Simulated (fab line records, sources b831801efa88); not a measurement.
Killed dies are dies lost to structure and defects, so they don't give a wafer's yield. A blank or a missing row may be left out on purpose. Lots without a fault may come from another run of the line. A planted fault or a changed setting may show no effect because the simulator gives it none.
One fault seen from 2 desks | flow sfq_line | each desk has only its own numbers; what lay behind them comes last

THE METROLOGY DESK
What the gauges read, lot by lot, whatever tool the lot ran on: means of the sampled wafers that have a number. A lot is out of limits, marked OUT, if its mean lies more than 4 standard deviations from the usual mean; the brackets give that distance.
Columns: A = I4_BOW at SFQ_I4_BOW_MEAS_927, usual 3 um; B = I4_OVL at SFQ_I4_OVL_MEAS_928, usual 0 nm
lot  | first seen here | A  | B
L490 | day 37 08:34    | 1  | 6
L492 | day 37 23:35    | 4  | 2
L507 | day 50 02:13    | -5 | 4
L509 | day 50 05:12    | 14 | -4
L510 | day 50 16:10    | -2 | 8
L511 | day 55 01:12    | -4 | 1
This desk's finding: nothing out of limits on any of the 6 lots.

THE TOOL OWNER'S DESK: rie_diel-03
The tool's own readings at SFQ_TRILAYER_I4_VIA_BARC_OPEN_VIA_ETCH_146 (etches BARC in O2, target depth 125 nm, time 41.7 s): means of the sampled wafers that have a number, for each lot that ran on this tool. A lot is out of limits, marked OUT, if its mean lies more than 4 standard deviations from the usual mean; the brackets give that distance.
Columns: A = drypump_motor_current_A at SFQ_TRILAYER_I4_VIA_BARC_OPEN_VIA_ETCH_146, usual 5.8 A; B = oes_product_au at SFQ_TRILAYER_I4_VIA_BARC_OPEN_VIA_ETCH_146, usual 0.686 a.u.
lot  | first seen here | A   | B
L490 | day 37 14:49    | 6.2 | 0.687
L507 | day 54 19:56    | 5.8 | 0.688
L510 | day 55 02:04    | 5.9 | 0.685
This desk's finding: nothing out of limits on any of the 3 lots.

PUT TOGETHER
The metrology desk saw nothing out of limits.
The tool owner's desk saw nothing out of limits.

WHAT THE SIMULATOR HAD PUT IN
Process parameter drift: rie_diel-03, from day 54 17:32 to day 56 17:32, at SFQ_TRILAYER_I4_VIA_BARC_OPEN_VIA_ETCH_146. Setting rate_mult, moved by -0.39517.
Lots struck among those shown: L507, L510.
